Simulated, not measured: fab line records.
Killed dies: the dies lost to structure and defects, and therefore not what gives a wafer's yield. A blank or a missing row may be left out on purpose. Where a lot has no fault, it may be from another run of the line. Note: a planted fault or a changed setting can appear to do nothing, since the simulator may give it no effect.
Which of the tools did it? + flow sky130 + route of 708 steps, sampled at 1 step: 13 lots, 38 wafers

## WHAT THE GAUGES SHOWED, per wafer
SKY_VT_ADJUST_HVTR_OVL_MEAS_08.
| lot  | measured     | on         | VT_ADJUST_HVTR_OVL (nm) |
|------|--------------|------------|-------------------------|
| L713 | day 10 03:38 | overlay-02 | 0.0 2.5 1.1             |
| L714 | day 10 14:37 | overlay-02 | 0.9 1.4 -1.4            |
| L716 | day 11 02:06 | overlay-01 | -1.8 -1.7 -0.4          |
| L718 | day 11 17:05 | overlay-01 | -0.1 0.6                |
| L725 | day 13 18:32 | overlay-01 | -0.7 -1.2 -0.9          |
| L726 | day 14 02:47 | overlay-01 | 0.9 -1.2 1.5            |
| L727 | day 14 16:20 | overlay-01 | -0.7 -1.8 0.1           |
| L728 | day 14 23:50 | overlay-02 | 1.6 1.1 1.8             |
| L729 | day 15 08:53 | overlay-02 | 0.0 0.5 2.6             |
| L730 | day 15 09:53 | overlay-02 | -2.0 0.1 -1.5           |
| L732 | day 16 05:50 | overlay-01 | -1.5 0.8 0.4            |
| L733 | day 16 08:59 | overlay-02 | 1.3 1.3 1.8             |
| L734 | day 16 15:57 | overlay-01 | -1.3 0.3 0.0            |

## WHAT TOOL EACH LOT RAN ON (gives the tool, then ch and the chambers of the sampled wafers, and finally the start)
The record shows no process step preceding these readings.

## WHAT THE TOOLS THEMSELVES READ (means of the sampled wafers that have a number; where no wafer has one, the mark that the record gives instead)
The record holds no such reading with a usual standard deviation.

## THE ANSWER, worked out from the rows above alone
Rule: the usual values come from the lots themselves. The widest of any qualifying gaps counts: lots, ordered by their means at a reading, are off when they make up no more than a third of the lots, leave a main group of 4 or more, and stand apart from it by 3 or more times the standard deviation of that group's means. A main group whose means are all the same, to the digits that the tables above print for the reading, isn't used. A lot without any number at a reading at which 4 lots or more have one is off too. All remaining lots with rows at the step are treated as sound. After the gauges, taken in route order, come the tools' own readings; for these a lot's mean is taken, as printed above. At the first step where some lot is off, the reading lying furthest off is the one used; lots without a number count as furthest.
No lot is off at any reading shown: from this, nothing can be told.

## WHAT HAD BEEN PUT IN BY THE SIMULATOR
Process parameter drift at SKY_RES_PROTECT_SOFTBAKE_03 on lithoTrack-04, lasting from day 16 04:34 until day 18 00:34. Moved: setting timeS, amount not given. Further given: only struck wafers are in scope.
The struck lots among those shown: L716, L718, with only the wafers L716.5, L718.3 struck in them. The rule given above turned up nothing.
